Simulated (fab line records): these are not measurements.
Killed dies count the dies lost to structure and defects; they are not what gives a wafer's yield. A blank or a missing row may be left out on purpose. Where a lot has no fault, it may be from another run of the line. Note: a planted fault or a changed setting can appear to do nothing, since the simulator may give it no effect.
Matching of chambers | flow sky130 | SKY_VIA1_ETCH_14 on rieDiel-04 has 4 sister chambers
The step etches BARC in N2/H2, stops on SiO2, time 45.9 s, target depth 60 nm. 4 wafers are shown with their chamber, then 7 later ones without.

WAFERS PAIRED WITH THEIR CHAMBERS
wafer  | chamber | drypumpMotorCurrentA (A)
L086.4 | 0       | 5.5
L089.3 | 1       | 5.9
L093.1 | 2       | 5.6
L093.2 | 3       | 6.6

WAFERS WHOSE CHAMBER IS MISSING
wafer  | drypumpMotorCurrentA (A)
L093.3 | 5.6
L094.1 | 5.5
L094.2 | 6.6
L094.3 | 5.7
L096.1 | 5.5
L096.3 | 6.6
L096.4 | 5.7

EACH ONE'S CHAMBER
wafer  | from the rows above          | in truth
L093.3 | can't be placed: 2 or 0      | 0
L094.1 | can't be placed: 0 or 2      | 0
L094.2 | 3                            | 3
L094.3 | can't be placed: 2 or 0 or 1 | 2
L096.1 | can't be placed: 0 or 2      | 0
L096.3 | 3                            | 3
L096.4 | can't be placed: 2 or 0 or 1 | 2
Correctly placed: 2 of 7. Not placeable from these rows: 5 (in 5, the candidates include the true chamber). Placed wrongly: 0.
How it was worked out, from the rows above alone: a wafer's distance from a chamber is the root of the sum, over the readings, of the square of ((its reading less the chamber's mean) divided by the reading's scatter). The wafer belongs to the nearest chamber; if the next one is less than 2 further off, it can't be placed. For every chamber, the mean is computed from those of its wafers that are shown. The scatter (one wafer shown for each chamber): square how far every hidden wafer sits from the nearest shown wafer, average those squares and take the square root.
